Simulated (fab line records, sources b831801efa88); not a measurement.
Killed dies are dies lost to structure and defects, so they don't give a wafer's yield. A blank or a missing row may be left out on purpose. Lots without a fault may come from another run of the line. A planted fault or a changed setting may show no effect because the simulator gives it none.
Chamber matching | flow sky130 | SKY_VIA1_ETCH_15 on rie_diel-04: 4 sister chambers
The step etches SiO2 in C4F8/O2/Ar, stops on TiN, target depth 351 nm, time 54 s. 4 wafers are shown with their chamber, then 11 later ones without.

WAFERS WITH THEIR CHAMBER
wafer  | chamber | oes_product_au (a.u.)
L081.2 | 1       | 0.982
L084.2 | 3       | 0.981
L084.4 | 2       | 0.978
L087.2 | 0       | 0.984

WAFERS WITHOUT THEIR CHAMBER
wafer  | oes_product_au (a.u.)
L087.4 | 0.986
L087.5 | 0.981
L089.2 | 0.973
L089.3 | 0.984
L089.4 | 0.980
L094.1 | 0.971
L094.4 | 0.985
L094.6 | 0.978
L096.2 | 0.974
L096.4 | 0.982
L096.5 | 0.981

WHICH CHAMBER EACH WENT THROUGH
wafer  | from the rows above               | in truth
L087.4 | can't be placed: 0 or 1 or 3      | 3
L087.5 | can't be placed: 3 or 1 or 0 or 2 | 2
L089.2 | can't be placed: 2 or 3 or 1      | 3
L089.3 | can't be placed: 0 or 1 or 3      | 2
L089.4 | can't be placed: 3 or 1 or 2 or 0 | 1
L094.1 | can't be placed: 2 or 3 or 1      | 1
L094.4 | can't be placed: 0 or 1 or 3      | 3
L094.6 | can't be placed: 2 or 3 or 1      | 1
L096.2 | can't be placed: 2 or 3 or 1      | 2
L096.4 | can't be placed: 1 or 3 or 0 or 2 | 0
L096.5 | can't be placed: 3 or 1 or 0 or 2 | 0
Placed correctly: 0 of 11. Can't be placed from these rows: 11 (the true chamber is among the candidates in 10). Placed wrongly: 0.
How it was worked out, from the rows above alone: a wafer's distance from a chamber is the root of the sum, over the readings, of the square of ((its reading less the chamber's mean) divided by the reading's scatter). The wafer belongs to the nearest chamber; if the next one is less than 2 further off, it can't be placed. A chamber's mean is the mean of its shown wafers. The scatter: with one shown wafer a chamber, the root of the mean of the squares of how far each hidden wafer lies from its nearest shown one.
